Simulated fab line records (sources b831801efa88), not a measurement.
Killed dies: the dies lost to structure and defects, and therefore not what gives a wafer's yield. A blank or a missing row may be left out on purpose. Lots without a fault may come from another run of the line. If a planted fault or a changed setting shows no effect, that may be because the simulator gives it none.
Check of tool commonality | flow gf180mcu | 14 lots and 42 wafers in the sample

## REASON FOR OPENING
2 of 14 lots carry a flag on the reading HV_LDD_4_TW at GF_HV_LDD_TW_MEAS_50. Wafers without a fault read 569, standard deviation 5.3.
Rule: flag the lot when none of its wafers has a number, or when each of its wafers that has one lies beyond 4 standard deviations from that mean. As for the other lots, they are considered sound.

lot  | measured     | on            | HV_LDD_4_TW, wafer by wafer | flag
L667 | day 12 13:20 | film metro-02 | 558 562 560                 |
L668 | day 12 14:34 | film metro-03 | 574 573 571                 |
L669 | day 12 20:40 | film metro-02 | 558 562 561                 |
L670 | day 13 03:58 | film metro-01 | 564 567 565                 |
L671 | day 13 07:58 | film metro-01 | 564 567 568                 |
L672 | day 13 22:28 | film metro-01 | 566 568 568                 |
L673 | day 14 08:05 | film metro-03 | 572 573 576                 |
L674 | day 14 20:43 | film metro-01 | 567 565 562                 |
L675 | day 15 08:37 | film metro-03 | 573 575 572                 |
L677 | day 15 22:37 | film metro-01 | 562 562 560                 |
L679 | day 16 18:44 | film metro-02 | 30 30 30                    | FLAGGED
L680 | day 17 06:52 | film metro-03 | 30 30 30                    | FLAGGED
L689 | day 19 22:10 | film metro-03 | 575 578 575                 |
L690 | day 20 11:31 | film metro-03 | 573 575 571                 |
On average the flagged lots read 30, which is -539 against the usual, or -99 or more standard deviations.

## LOT BY LOT: THE TOOL USED
The record keeps 1 process step preceding the reading, out of 602 steps on the route. Cell contents, in order: the tool; ch with the chambers the sampled wafers went through; the start.
lot  | flag    | GF_HV_LDD_IMPLANT_48
L667 |         | implanter-02 ch 0, day 12 13:08
L668 |         | implanter-03 ch 0, day 12 14:19
L669 |         | implanter-02 ch 0, day 12 20:25
L670 |         | implanter-03 ch 0, day 13 03:44
L671 |         | implanter-03 ch 0, day 13 07:43
L672 |         | implanter-03 ch 0, day 13 22:13
L673 |         | implanter-02 ch 0, day 14 07:52
L674 |         | implanter-01 ch 0, day 14 20:29
L675 |         | implanter-03 ch 0, day 15 08:23
L677 |         | implanter-03 ch 0, day 15 22:22
L679 | FLAGGED | implanter-01, day 16 18:31
L680 | FLAGGED | implanter-02, day 17 06:37
L689 |         | implanter-03 ch 0, day 19 21:56
L690 |         | implanter-02 ch 0, day 20 11:16
These steps, and what they do:
- GF_HV_LDD_IMPLANT_48
- GF_HV_LDD_TW_MEAS_50

## FLAGGED OVER TOTAL, TOOL BY TOOL (the gauges that took the reading come last)
step                 | tool          | lots run | flagged | share of the flagged lots | sound lots run after its first flagged lot
GF_HV_LDD_IMPLANT_48 | implanter-01  | 2        | 1       | some                      | 0
GF_HV_LDD_IMPLANT_48 | implanter-02  | 5        | 1       | some                      | 1 (L690)
GF_HV_LDD_IMPLANT_48 | implanter-03  | 7        | 0       | none                      | -
GF_HV_LDD_TW_MEAS_50 | film metro-01 | 5        | 0       | none                      | -
GF_HV_LDD_TW_MEAS_50 | film metro-02 | 3        | 1       | some                      | 0
GF_HV_LDD_TW_MEAS_50 | film metro-03 | 6        | 1       | some                      | 2 (L689,L690)

## WHAT IS ALLOWED BY THE TABLE
No row of the table ran every flagged lot.

## WHAT HAD BEEN PUT IN BY THE SIMULATOR
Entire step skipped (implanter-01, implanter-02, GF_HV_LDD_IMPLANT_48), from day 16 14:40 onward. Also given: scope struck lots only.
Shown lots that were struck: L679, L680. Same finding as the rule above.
